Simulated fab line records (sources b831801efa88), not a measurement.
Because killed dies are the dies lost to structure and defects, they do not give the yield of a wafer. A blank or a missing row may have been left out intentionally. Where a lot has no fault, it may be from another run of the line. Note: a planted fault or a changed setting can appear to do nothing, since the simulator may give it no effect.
Which tool did it?    flow sky130    12 lots, 36 wafers sampled, at 2 steps of a route of 708

## WHAT THE GAUGES READ, wafer by wafer
SKY_POLY_GATE_THK_MEAS_01. Usual: POLY_GATE_CVD_00_THK gives 179.0 nm (standard deviation 1.4).
lot   measured      on             POLY_GATE_CVD_00_THK (nm)  flag
L277  day 15 16:49  film-metro-01  180.6 176.9 177.4          
L279  day 16 15:32  film-metro-04  180.0 178.7 179.2          
L280  day 16 18:14  film-metro-04  180.1 179.1 179.0          
L281  day 16 21:22  film-metro-04  179.6 180.3 179.8          
L285  day 18 11:26  film-metro-01  177.8 179.8 179.6          
L287  day 19 04:59  film-metro-04  179.0 181.7 180.8          
L286  day 19 06:10  film-metro-02  176.9 179.6 177.6          
L288  day 19 07:46  film-metro-02  177.7 179.2 178.4          
L294  day 21 18:49  film-metro-02  180.0 179.8 178.1          
L295  day 21 22:18  film-metro-04  178.4 178.1 176.8          
L296  day 21 23:30  film-metro-04  181.1 182.3 181.7          
L297  day 22 17:47  film-metro-04  179.4 178.0 179.7          

## WHICH TOOL RAN EACH LOT (tool, then ch and the chambers of the sampled wafers, then the start)
lot   SKY_GATE_OXIDE_STRIP_13
L277  plasma-asher-02 ch 0,1, day 15 12:12
L279  plasma-asher-03 ch 0,1, day 16 10:45
L280  plasma-asher-01 ch 0,1, day 16 13:34
L281  plasma-asher-01 ch 0,1, day 16 17:43
L285  plasma-asher-02 ch 0, day 18 04:43
L287  plasma-asher-02 ch 0,1, day 19 01:54
L286  plasma-asher-03 ch 0,1, day 19 02:10
L288  plasma-asher-02 ch 0,1, day 19 04:27
L294  plasma-asher-03 ch 0,1, day 21 15:52
L295  plasma-asher-01 ch 0,1, day 21 19:22
L296  plasma-asher-01 ch 0,1, day 21 20:16
L297  plasma-asher-01 ch 0,1, day 22 14:51
- SKY_GATE_OXIDE_STRIP_13: strips in O2/N2.

## WHAT THE TOOLS THEMSELVES READ (means of the sampled wafers that have a number; where no wafer has one, the mark that the record gives instead)
SKY_GATE_OXIDE_STRIP_13. Usual: drypump-motor-current-A 5.7 A, standard deviation 0.48; n2-flow-sccm 300.0 sccm, standard deviation 0.87; oes-product-au 0.716 a.u., standard deviation 0.0044; strip-time-to-endpoint-s 14.18 s, standard deviation 0.048.
lot   tool             drypump-motor-current-A (A)  n2-flow-sccm (sccm)  oes-product-au (a.u.)  strip-time-to-endpoint-s (s)  flag
L277  plasma-asher-02  5.2                          300.9                0.715                  14.19                         
L279  plasma-asher-03  6.1                          300.1                0.714                  14.19                         
L280  plasma-asher-01  6.0                          300.0                0.713                  14.18                         
L281  plasma-asher-01  5.6                          300.8                0.714                  14.16                         
L285  plasma-asher-02  5.2                          299.1                0.718                  14.20                         
L287  plasma-asher-02  5.2                          300.5                0.717                  14.13                         
L286  plasma-asher-03  6.1                          299.8                0.718                  14.25                         
L288  plasma-asher-02  5.2                          299.5                0.715                  14.16                         
L294  plasma-asher-03  6.1                          299.4                0.719                  14.17                         
L295  plasma-asher-01  6.0                          300.1                0.712                  14.13                         
L296  plasma-asher-01  6.0                          301.2                0.717                  14.15                         
L297  plasma-asher-01  6.0                          300.1                0.713                  14.18                         

## THE ANSWER, worked out from the rows above alone
Rule: lot off if the mean of its wafers having a number is beyond 3 standard deviations from the usual mean. A lot without any number at a reading at which 4 lots or more have one is off too. Any other lot the step has rows for is counted as sound. After the gauges, taken in route order, come the tools' own readings; for these a lot's mean is taken, as printed above. At the first step where some lot is off, the reading lying furthest off is the one used; lots without a number count as furthest.
None of the lots is off at any reading shown; this tells nothing.

## WHAT HAD BEEN PUT IN BY THE SIMULATOR
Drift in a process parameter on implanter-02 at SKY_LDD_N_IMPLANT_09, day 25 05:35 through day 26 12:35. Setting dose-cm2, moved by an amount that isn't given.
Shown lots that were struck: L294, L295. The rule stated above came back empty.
